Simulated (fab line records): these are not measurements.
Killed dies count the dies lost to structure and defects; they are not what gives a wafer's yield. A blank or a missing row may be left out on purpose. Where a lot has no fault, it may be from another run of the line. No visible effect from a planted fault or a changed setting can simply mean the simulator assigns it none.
fab line records	flow sky130
[record] lots = 11	wafers = 33	lastDay = 50
route steps=708 shown VT_ADJUST_HVTP@93 LI_CONTACT@362 LOCAL_INTERCONNECT@400
lots that met no fault: taken from a fault-free run of the same line
startH: hours from the record's opening day to when the first of the lot's shown wafers began	waitH: hours from the lot's prior step to this one	" same as the row above	L1.1+2: a row that stands for several wafers	- value missing, or start not given	* or withheld: withheld	< > ~ a bound
route shown NAME@n: a module of which the file shows steps, and the number in the route of the first	usual: mean/standard deviation taken from wafers without a fault	same: alike in all rows	chamber/n: place in a boat	sites: per-site readings	_std_site: standard deviation of those values	_edge_site: the outer-site mean with the inner-site mean subtracted	radiusMm: how far each site lies from the wafer's centre	mask NAME#n: copy n	behind: tool/chamber where the wafer was last shaped	hold: cause of the lot's hold/its duration in hours/its outcome	device: which transistor (n, p or np) failed to switch	end of line: tests of these same wafers at the route's end	where a step has no rows: the recipe by itself	killed: at the first sort, the dies lost to defects and structure; wafer yield is something else	map: a wafer's dies, x killed, . not, _ none there
set.NAME: the setting as run; set.NAME@STEP: as run at that earlier step	model.NAME: the simulator's own value behind a step, which no gauge read
route steps across a sampled set of lots; one table per step, one row per wafer
services: a tool's chamber out of use, with start hour (startH, from the record's first day; less than 0 if before it), hours out, and reason
[[steps]]
[step SKY_VT_ADJUST_HVTP_OVL_MEAS_08]
[usual] VT_ADJUST_HVTP_OVL = -0.5/1.2
lot.wafer	tool	chamber	startH	waitH	VT_ADJUST_HVTP_OVL[nm]
L233.3	overlay-02	-	133.10	0.1	-0.1
L233.4	"	-	"	"	-1.2
L233.6	"	-	"	"	-0.4
L234.1	overlay-01	-	138.85	0.1	-1.5
L234.2	"	-	"	"	-1.1
L234.4	"	-	"	"	-2.1
L236.1	overlay-01	-	148.20	0.1	1.2
L236.2	"	-	"	"	0.9
L236.6	"	-	"	"	2.4
L237.2	overlay-02	-	154.90	0.1	-0.4
L237.3	"	-	"	"	-2.3
L237.6	"	-	"	"	-0.3
L238.1	overlay-01	-	159.00	0.1	-1.5
L238.2	"	-	"	"	-1.5
L238.6	"	-	"	"	-0.5
L240.1	overlay-01	-	184.05	0.1	0.7
L240.4	"	-	"	"	-0.3
L240.6	"	-	"	"	0.4
L245.3	overlay-02	-	208.12	0.1	1.4
L245.4	"	-	"	"	2.2
L245.6	"	-	"	"	0.0
L248.1	overlay-01	-	227.64	0.1	-0.1
L248.3	"	-	"	"	0.9
L248.6	"	-	"	"	1.0
L251.2	overlay-02	-	249.34	0.1	0.0
L251.3	"	-	"	"	-1.2
L251.5	"	-	"	"	1.2
L252.1	overlay-01	-	256.90	0.1	-1.5
L252.2	"	-	"	"	-1.1
L252.6	"	-	"	"	-0.8
L254.2	overlay-02	-	266.80	0.1	0.5
L254.3	"	-	"	"	-0.4
L254.4	"	-	"	"	-0.4
[step SKY_LI_CONTACT_HDPCVD_00]
[recipe] material = PSG	targetThkNm = 930	sigmaOpenFrac = 0.3	timeS = 155	tempC = 600	sih4FlowSccm = 60	pressureMtorr = 6
[usual] runLengthS = 182.9/0.46	susceptorTempC = 599.95/0.27
lot.wafer	tool	chamber	startH	waitH	runLengthS	susceptorTempC
L233.3	hdpcvd-02	2	651.82	0.0	183.2	600.35
L233.4	"	2	"	"	182.6	599.92
L233.6	"	0	"	"	183.4	599.84
L234.1	hdpcvd-02	1	664.03	0.0	183.6	600.39
L234.2	"	0	"	"	183.0	599.89
L234.4	"	0	"	"	182.9	599.69
L237.2	hdpcvd-01	0	694.47	0.0	182.3	599.95
L237.3	"	1	"	"	182.9	599.77
L237.6	"	0	"	"	182.8	599.83
L236.1	hdpcvd-01	1	695.55	0.0	183.2	599.90
L236.2	"	2	"	"	182.1	599.81
L236.6	"	2	"	"	182.7	600.04
L238.1	hdpcvd-01	2	700.69	0.0	182.4	599.97
L238.2	"	1	"	"	183.2	599.67
L238.6	"	2	"	"	182.2	599.62
L240.1	hdpcvd-02	0	730.35	0.0	182.9	600.17
L240.4	"	0	"	"	182.8	600.08
L240.6	"	2	"	"	182.6	599.53
L245.3	hdpcvd-01	2	755.05	0.0	182.0	600.11
L245.4	"	0	"	"	183.1	600.10
L245.6	"	2	"	"	182.0	600.18
L248.1	hdpcvd-02	2	770.17	0.0	182.5	599.84
L248.3	"	0	"	"	183.1	599.89
L248.6	"	0	"	"	182.7	600.34
L251.2	hdpcvd-02	2	802.05	0.0	183.3	600.46
L251.3	"	0	"	"	244.1	599.66
L251.5	"	0	"	"	244.4	599.82
L252.1	hdpcvd-02	0	809.10	0.0	244.0	600.19
L252.2	"	2	"	"	182.6	600.12
L252.6	"	2	"	"	182.7	599.81
L254.2	hdpcvd-01	1	817.45	0.0	183.8	599.72
L254.3	"	0	"	"	183.3	599.87
L254.4	"	1	"	"	182.9	599.99
[step SKY_LI_CONTACT_THK_MEAS_01]
[recipe] reads = PSG_of_LI_CONTACT_HDPCVD_00
[usual] LI_CONTACT_HDPCVD_THK = 930/10
lot.wafer	tool	chamber	startH	waitH	LI_CONTACT_HDPCVD_THK[nm]
L233.3	filmMetro-04	-	651.95	0.1	931
L233.4	"	-	"	"	919
L233.6	"	-	"	"	934
L234.1	filmMetro-01	-	664.13	0.1	926
L234.2	"	-	"	"	921
L234.4	"	-	"	"	924
L237.2	filmMetro-02	-	694.58	0.1	936
L237.3	"	-	"	"	941
L237.6	"	-	"	"	944
L236.1	filmMetro-01	-	695.66	0.1	924
L236.2	"	-	"	"	932
L236.6	"	-	"	"	921
L238.1	filmMetro-04	-	700.79	0.1	936
L238.2	"	-	"	"	930
L238.6	"	-	"	"	936
L240.1	filmMetro-01	-	730.45	0.1	935
L240.4	"	-	"	"	932
L240.6	"	-	"	"	952
L245.3	filmMetro-01	-	755.17	0.1	935
L245.4	"	-	"	"	936
L245.6	"	-	"	"	915
L248.1	filmMetro-02	-	770.28	0.1	942
L248.3	"	-	"	"	939
L248.6	"	-	"	"	939
L251.2	filmMetro-04	-	802.17	0.1	944
L251.3	"	-	"	"	1292
L251.5	"	-	"	"	1302
L252.1	filmMetro-04	-	809.20	0.1	1314
L252.2	"	-	"	"	945
L252.6	"	-	"	"	946
L254.2	filmMetro-02	-	817.57	0.1	944
L254.3	"	-	"	"	933
L254.4	"	-	"	"	933
[step SKY_LI_CONTACT_CMP_02]
[recipe] material = PSG	downForcePsi = 4	platenRpm = 60	padVelocityMS = 0.94248
[usual] edgeZonePressureFrac = 1.000/0.0048	headPressurePsi = 4.001/0.0086	motorCurrentA = 12.3/1.3	platenRpm = 60.00/0.039	timeToEndpointS = 34.3/2.5
lot.wafer	tool	chamber	startH	waitH	edgeZonePressureFrac	headPressurePsi	motorCurrentA	platenRpm	timeToEndpointS
L233.3	cmp-02	3	651.99	0.0	0.992	4.007	11.2	60.01	31.7
L233.4	"	1	"	"	1.003	3.998	12.8	60.01	30.3
L233.6	"	0	"	"	0.995	3.987	11.3	60.01	33.0
L234.1	cmp-02	0	664.24	0.1	1.003	4.000	11.3	60.04	33.7
L234.2	"	1	"	"	1.008	4.010	13.6	59.96	35.4
L234.4	"	2	"	"	1.001	4.002	13.4	60.01	32.5
L237.2	cmp-02	2	694.63	0.0	0.999	3.993	12.8	60.01	33.3
L237.3	"	0	"	"	1.003	3.995	11.3	60.00	34.8
L237.6	"	3	"	"	1.004	4.001	10.9	59.97	40.3
L236.2	cmp-02	2	695.72	0.0	0.993	4.013	13.1	60.03	35.0
L236.1	"	1	"	"	1.006	4.009	14.0	59.96	35.6
L236.6	"	3	"	"	0.997	4.004	11.3	60.01	35.5
L238.1	cmp-02	0	700.85	0.1	1.005	3.986	11.5	59.98	31.0
L238.2	"	1	"	"	0.995	4.000	13.9	60.02	31.4
L238.6	"	1	"	"	0.998	4.008	14.1	59.99	34.1
L240.4	cmp-02	3	730.51	0.0	1.005	4.011	11.6	59.96	37.2
L240.1	"	0	"	"	1.001	3.985	10.5	60.08	35.0
L240.6	"	0	"	"	1.003	4.002	11.8	60.04	37.5
L245.3	cmp-01	2	755.21	0.0	1.000	3.995	10.0	59.97	35.6
L245.4	"	1	"	"	0.999	3.991	13.1	60.00	35.1
L245.6	"	2	"	"	1.007	4.010	11.1	60.03	31.2
L248.1	cmp-01	2	770.39	0.1	0.999	4.001	11.2	59.99	34.2
L248.3	"	0	"	"	0.999	3.989	13.1	59.97	37.0
L248.6	"	1	"	"	0.991	4.010	13.3	60.07	36.7
L251.3	cmp-02	3	802.22	0.0	0.997	4.009	10.8	59.95	74.4
L251.2	"	1	"	"	0.995	3.991	13.8	59.94	38.0
L251.5	"	0	"	"	1.001	4.018	11.4	59.93	77.4
L252.2	cmp-01	2	809.31	0.1	0.997	4.008	10.7	59.98	34.7
L252.1	"	0	"	"	1.000	4.001	14.4	60.01	73.4
L252.6	"	2	"	"	1.001	3.993	11.3	59.93	34.8
L254.3	cmp-02	1	817.62	0.0	0.997	3.995	14.1	60.04	36.6
L254.4	"	2	"	"	1.004	4.009	13.0	60.02	34.0
L254.2	"	3	"	"	1.000	3.987	11.4	59.90	36.3
[step SKY_LOCAL_INTERCONNECT_ETCH_13]
[recipe] chemistry = N2/H2	target = BARC	ionEnergyEv = 200	biasW = 100	pressureMtorr = 30	n2FlowSccm = 100	h2FlowSccm = 200	icpW = 500	stopOn = SiO2	timeS = 45.9	targetDepthA = 600
[usual] drypumpMotorCurrentA = 5.6/0.61	oesProductAu = 0.854/0.0048	throttleValvePct = 13.224/0.0098
[same] timeS = 45.9
lot.wafer	tool	chamber	startH	waitH	drypumpMotorCurrentA	oesProductAu	rfHoursCounterH	throttleValvePct
L233.3	rieMetal-01	0	709.71	0.0	5.6	0.855	-	13.232
L233.4	"	1	"	"	5.2	0.860	-	13.232
L233.6	"	0	"	"	5.6	0.848	-	13.214
L234.1	rieMetal-03	0	721.12	0.0	6.5	0.852	13	13.216
L234.2	"	1	"	"	5.4	0.853	7	13.239
L234.4	"	0	"	"	6.6	0.848	-	13.217
L237.2	rieMetal-03	0	751.07	0.0	6.6	0.850	15	13.219
L237.3	"	0	"	"	6.6	0.851	-	13.235
L237.6	"	0	"	"	6.5	0.854	-	13.224
L236.1	rieMetal-04	1	752.23	0.0	4.9	0.854	8	13.219
L236.2	"	0	"	"	6.2	0.852	14	13.239
L236.6	"	0	"	"	6.2	0.862	-	13.224
L238.1	rieMetal-03	1	757.03	0.0	5.4	0.861	8	13.205
L238.2	"	0	"	"	6.6	0.852	15	13.214
L238.6	"	1	"	"	5.4	0.859	-	13.231
L240.1	rieMetal-01	0	786.38	0.0	5.6	0.862	4	13.244
L240.4	"	0	"	"	5.6	0.858	-	13.211
L240.6	"	0	"	"	5.6	0.849	-	13.235
L245.3	rieMetal-03	1	808.84	0.0	5.5	0.859	-	13.213
L245.4	"	0	"	"	6.6	0.851	-	13.224
L245.6	"	0	"	"	6.6	0.857	-	13.226
L248.1	rieMetal-03	1	825.87	0.0	5.5	0.856	12	13.231
L248.3	"	1	"	"	5.4	0.856	-	13.237
L248.6	"	1	"	"	5.4	0.850	-	13.228
L251.2	rieMetal-03	1	857.47	0.0	5.4	0.846	15	13.213
L251.3	"	1	"	"	5.4	0.854	-	13.226
L251.5	"	1	"	"	5.4	0.849	-	13.233
L252.1	rieMetal-03	1	865.68	0.0	5.4	0.846	15	13.229
L252.2	"	0	"	"	6.6	0.859	2	13.221
L252.6	"	1	"	"	5.4	0.849	-	13.217
L254.2	rieMetal-03	1	874.32	0.0	5.4	0.848	16	13.221
L254.3	"	1	"	"	5.4	0.847	-	13.215
L254.4	"	0	"	"	6.6	0.845	-	13.228
[step SKY_LOCAL_INTERCONNECT_METAL_ETCH_14]
[recipe] targetDepthNm = 110	stopOn = PSG	chemistry = Cl2/BCl3	target = TiN	resistSidewallDeg = 88	pressureMtorr = 10	icpW = 900	biasW = 48.5	Cl2_flow_sccm = 60	bcl3FlowSccm = 30	timeS = 31.4
[usual] drypumpMotorCurrentA = 5.6/0.61	oesProductAu = 0.939/0.0072	throttleValvePct = 21.901/0.0096
[same] timeS = 31.4
lot.wafer	tool	chamber	startH	waitH	drypumpMotorCurrentA	oesProductAu	rfHoursCounterH	throttleValvePct
L233.3	rieMetal-01	0	709.77	0.0	5.6	0.931	-	21.916
L233.4	"	1	"	"	5.2	0.937	-	21.916
L233.6	"	0	"	"	5.6	0.925	-	21.895
L234.1	rieMetal-03	0	721.18	0.0	6.6	0.934	13	21.901
L234.2	"	1	"	"	5.4	0.933	7	21.897
L234.4	"	0	"	"	6.6	0.938	-	21.904
L237.2	rieMetal-03	0	751.13	0.0	6.5	0.942	15	21.907
L237.3	"	0	"	"	6.5	0.937	-	21.902
L237.6	"	0	"	"	6.5	0.946	-	21.909
L236.1	rieMetal-04	1	752.29	0.0	4.9	0.935	8	21.923
L236.2	"	0	"	"	6.2	0.940	14	21.902
L236.6	"	0	"	"	6.2	0.926	-	21.911
L238.1	rieMetal-03	1	757.09	0.0	5.4	0.943	8	21.894
L238.2	"	0	"	"	6.6	0.948	15	21.904
L238.6	"	1	"	"	5.4	0.949	-	21.886
L240.1	rieMetal-01	0	786.44	0.0	5.6	0.938	4	21.906
L240.4	"	0	"	"	5.6	0.928	-	21.906
L240.6	"	0	"	"	5.6	0.936	-	21.917
L245.3	rieMetal-03	1	808.90	0.0	5.4	0.958	-	21.896
L245.4	"	0	"	"	6.6	0.940	-	21.902
L245.6	"	0	"	"	6.6	0.949	-	21.898
L248.1	rieMetal-03	1	826.00	0.1	5.4	0.948	12	21.898
L248.3	"	1	"	"	5.4	0.936	-	21.897
L248.6	"	1	"	"	5.4	0.935	-	21.907
L251.2	rieMetal-03	1	857.53	0.0	5.4	0.939	15	21.909
L251.3	"	1	"	"	5.4	0.951	-	21.901
L251.5	"	1	"	"	5.4	0.933	-	21.904
L252.1	rieMetal-03	1	865.74	0.0	5.4	0.933	15	21.914
L252.2	"	0	"	"	6.6	0.948	2	21.892
L252.6	"	1	"	"	5.4	0.947	-	21.904
L254.2	rieMetal-03	1	874.38	0.0	5.4	0.938	16	21.909
L254.3	"	1	"	"	5.4	0.941	-	21.904
L254.4	"	0	"	"	6.6	0.941	-	21.902
[[services]]
tool	chamber	startH	hours	kind
cmp-01	-	634.31	0.4	repair
hdpcvd-01	-	650.75	15.0	pm
cmp-01	-	655.62	6.1	pm
cmp-01	-	673.85	0.8	repair
cmp-02	-	686.09	1.6	repair
hdpcvd-02	0	702.43	7.8	repair
hdpcvd-02	-	706.30	0.9	repair
hdpcvd-02	1	707.61	15.3	repair
rieMetal-04	-	724.11	14.6	pm
cmp-02	-	731.74	2.2	repair
cmp-02	-	744.00	4.0	pm
cmp-02	-	748.00	-	consumableReplace:conditioner
cmp-02	-	748.00	-	consumableReplace:pad
rieMetal-03	0	762.55	6.7	repair
hdpcvd-01	-	769.32	0.8	repair
cmp-01	-	781.42	4.2	pm
hdpcvd-02	-	795.60	0.6	repair
rieMetal-04	-	811.82	2.8	pm
rieMetal-03	0	817.09	-	clean
rieMetal-03	0	817.09	18.9	scheduledDown
rieMetal-03	0	817.09	18.9	ventCycle
rieMetal-01	-	828.55	14.6	pm
cmp-01	-	828.92	1.5	repair
cmp-02	-	860.25	0.6	repair
[[key]]
[firstSign] step = SKY_LI_CONTACT_HDPCVD_00	reading = runLengthS	direction = up	sigmas = 99+	usual = *	struck = *
[effect] step = SKY_LI_CONTACT_THK_MEAS_01	reading = LI_CONTACT_HDPCVD_THK	direction = up	sigmas = 37	usual = 930	struck = 1303
[effect] step = SKY_LI_CONTACT_CMP_02	reading = timeToEndpointS	direction = up	sigmas = 16	usual = *	struck = *
metAt SKY_LI_CONTACT_HDPCVD_00
struckLots L251,L252
struckWafers L251.3,L251.5,L252.1
testerLeftOut L251,L252
notActingAt SKY_VT_ADJUST_HVTP_OVL_MEAS_08,SKY_LOCAL_INTERCONNECT_ETCH_13,SKY_LOCAL_INTERCONNECT_METAL_ETCH_14
onsetBetween 770.17 802.05
[fault] kind = processParameterDrift	tool = hdpcvd-02	chamber = 0	onsetH = 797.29	steps = SKY_LI_CONTACT_HDPCVD_00	channel = timeS	offset = *	shape = step	endH = 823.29	actsIn = *	stated = *
// testerLeftOut: of these lots the tester's yield and bins aren't shown, on N5 and GAA mostly nor the transistor test; their killed dies are dies lost to structure and defects alone, not to doping, threshold or leakage, so they don't give the yield
